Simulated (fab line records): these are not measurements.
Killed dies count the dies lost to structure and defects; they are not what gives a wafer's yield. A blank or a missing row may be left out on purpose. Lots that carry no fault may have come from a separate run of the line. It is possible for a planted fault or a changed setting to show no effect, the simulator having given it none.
Struck lot and sound lot, side by side	flow gf180mcu	18 out of 602 route steps
Sound: the wafers L913.3, L913.5, L913.6. Struck: wafers L916.1, L916.3 (left out: L916.4, a lot-mate that was not struck); the cause follows at the end.
For every step that has rows: the tool of each side, followed by ch and its chambers, followed by its first start. Under that, the readings that differ: sound wafers	struck wafers	difference of the means	sigmas: that difference in standard deviations of wafers without a fault.
alike: a reading whose means differ by less than 2 such deviations, as well as words and numbers matching on both sides. not compared: withheld readings; readings where some wafer has no value; bounds like >300 that might hide an equal value; numbers whose values overlap and for which the record gives no deviation.
Wherever a step has rows on one side only, a row that says differs or no value, or a row with sigmas, the two part there. Numbers that have no deviation but don't overlap get no sigmas and don't part them. A reading that every wafer of one side lacks parts them only if that side has two wafers or more.

first, 3 steps without rows for these wafers: GF_V3_EXPOSE_11 (exposes mask Via3, target cd 260 nm); GF_V3_PEB_12 (peb time 90 s); GF_V3_DEVELOP_13 (develop time 60 s).
GF_V3_CD_MEAS_14: the cd target is 260 nm.
  struck on cdSem-02, day 29 12:59; sound on cdSem-01, day 29 12:50
  alike: cdNm
GF_V3_OVL_MEAS_15:
  struck on overlay-01, day 29 13:06; sound on overlay-02, day 29 12:55
  alike: V3_OVL
GF_V3_ETCH_16: etches BARC in N2/H2.
  sound on rieDiel-04 ch 1,2, day 29 12:56; struck on rieDiel-04 ch 1,3, day 29 13:08
  alike: chamberPressureMTorr, drypumpMotorCurrentA, h2FlowSccm, oesProductAu, throttleValvePct
then, 1 step without rows for these wafers: GF_V3_ETCH_17 (etches SiO2 in C4F8/O2/Ar, stops on TiN, target depth 635 nm).
GF_V3_STRIP_18: strips in O2/N2.
  sound on plasmaAsher-03 ch 0,1, day 29 13:07; struck on plasmaAsher-03 ch 0, day 29 13:16
  alike: chamberPressureMTorr, drypumpMotorCurrentA, heaterPowerW, oesProductAu
  not compared: rfHoursCounterH
then, 2 steps without rows for these wafers: GF_V3_STRIP_19 (strips in post etch residue remover, time 1200 s); GF_V3_CLEAN_20 (cleans in DIW).
GF_V3_SPUTTER_21: material Ti, target thk 15 nm, time 80.02 s.
  struck on pvdSputter-01, day 29 14:00; sound on pvdSputter-03, day 29 13:44
  alike: cathodeDcPowerW, throttleValvePct
GF_V3_SPUTTER_22: material TiN, target thk 10 nm, time 40 s.
  struck on pvdSputter-01, day 29 14:04; sound on pvdSputter-03, day 29 13:48
  alike: cathodeDcPowerW, throttleValvePct
GF_V3_CVD_23: deposits W, target thk 350 nm, time 104.9 s.
  sound on cvdW-02 ch 0, day 29 13:55; struck on cvdW-01 ch 1, day 29 14:06
reading	sound	struck	difference	sigmas
susceptorTempC (C)	400.08 400.14 399.99	406.36 405.91	+6.06	+30
model.W_of_V3_CVD_23.thkNm (nm)	352.1 352.9 358.2	390.1 391.6	+36.5	
  alike: heaterPowerW
GF_V3_RS_MEAS_24: measurement is done with a four-point probe.
  struck on filmMetro-04, day 29 14:30; sound on filmMetro-01, day 29 14:14
reading	sound	struck	difference	sigmas
V3_W_RS (ohm/sq)	0.326 0.325 0.320	0.293 0.292	-0.031	-7
  not compared: hold
GF_V3_THK_MEAS_25: measures by xrf.
  struck on filmMetro-04, day 29 18:49; sound on filmMetro-01, day 29 14:20
reading	sound	struck	difference	sigmas
V3_W_THK (nm)	354 352 358	396 395	+41	+7
  not compared: hold
GF_V3_CMP_26: polishes, stops on SiO2, t overpolish 15 s, target thk 0 nm.
  sound on cmp-02 ch 1,2, day 29 14:22; struck on cmp-01 ch 1,3, day 29 21:27
reading	sound	struck	difference	sigmas
hold	- - -	awaitDispo/2.2h/release awaitDispo/2.2h/release	no value on the sound wafers	
  alike: edgeZonePressureFrac, headPressurePsi, motorCurrentA, timeToEndpointS
GF_M4_SPUTTER_00: material Ti, target thk 37.5 nm, time 150 s.
  struck on pvdSputter-01, day 29 21:45; sound on pvdSputter-04, day 29 14:40
  alike: cathodeDcPowerW, throttleValvePct
-- the record jumps here: 5 days lie between the struck wafers' starts before and after (it left off in module M4 and takes up again in module PASSIVATION, whose first step shown is number 602 of the route) --
GF_PASSIVATION_PROBE_99:
  the record has rows for the struck wafers here (prober-01, day 35 00:10) and none for the sound ones

## WHERE THEY PART
Last at GF_PASSIVATION_PROBE_99 as far as this record goes, first at GF_V3_CVD_23.

WHY: whatever the simulator had introduced
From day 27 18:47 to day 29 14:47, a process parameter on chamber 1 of cvdW-01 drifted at GF_V3_CVD_23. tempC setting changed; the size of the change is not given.
